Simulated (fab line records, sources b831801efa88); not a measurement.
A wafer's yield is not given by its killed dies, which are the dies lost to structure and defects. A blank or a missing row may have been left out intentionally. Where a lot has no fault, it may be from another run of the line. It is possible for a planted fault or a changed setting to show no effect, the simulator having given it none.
Which tool was responsible? ; flow sky130 ; 7 lots with 21 wafers sampled at 2 steps, on a route of 708 steps

== WHAT THE GAUGES READ, wafer by wafer ==
SKY_VIA2_THK_MEAS_01.
lot;measured;on;VIA2_HDPCVD_THK (nm)
L233;day 35 19:29;filmMetro-01;1203 1204 1195
L235;day 36 22:33;filmMetro-02;1186 1188 1177
L237;day 37 07:31;filmMetro-02;1190 1168 1181
L244;day 39 17:21;filmMetro-04;1194 1184 1191
L249;day 41 00:26;filmMetro-02;1196 1192 1168
L252;day 41 19:56;filmMetro-02;1178 1186 1179
L254;day 42 01:41;filmMetro-04;1169 1166 1184

== TOOL THAT RAN EACH LOT (tool first, then ch and the chambers of the sampled wafers, then the start) ==
lot;SKY_METAL2_STRIP_20
L233;plasmaAsher-04 ch 0,1, day 35 18:46
L235;plasmaAsher-03 ch 0,1, day 36 21:51
L237;plasmaAsher-03 ch 0,1, day 37 06:45
L244;plasmaAsher-04 ch 0,1, day 39 16:32
L249;plasmaAsher-02 ch 0,1, day 40 23:43
L252;plasmaAsher-02 ch 0,1, day 41 19:10
L254;plasmaAsher-02 ch 0, day 42 00:58
- SKY_METAL2_STRIP_20: strips in O2/N2.

== THE ANSWER, worked out from the rows above alone ==
Rule: the usual values come from the lots themselves. Put in order of their means at a reading, lots are off if they are a third of the lots or fewer, leave a main group of 4 or more, and stand apart from it by a gap of 3 or more times the standard deviation of the main group's means; of several such gaps the widest counts. The tables above print the reading to a certain number of digits; a main group whose means all agree to those digits is not used. Also off: a lot with no number at a reading for which 4 or more lots have one. The other lots that the step has rows for count as sound.
Across all readings shown, no lot is off: no conclusion can be drawn from this.

== WHAT THE SIMULATOR HAD INSERTED ==
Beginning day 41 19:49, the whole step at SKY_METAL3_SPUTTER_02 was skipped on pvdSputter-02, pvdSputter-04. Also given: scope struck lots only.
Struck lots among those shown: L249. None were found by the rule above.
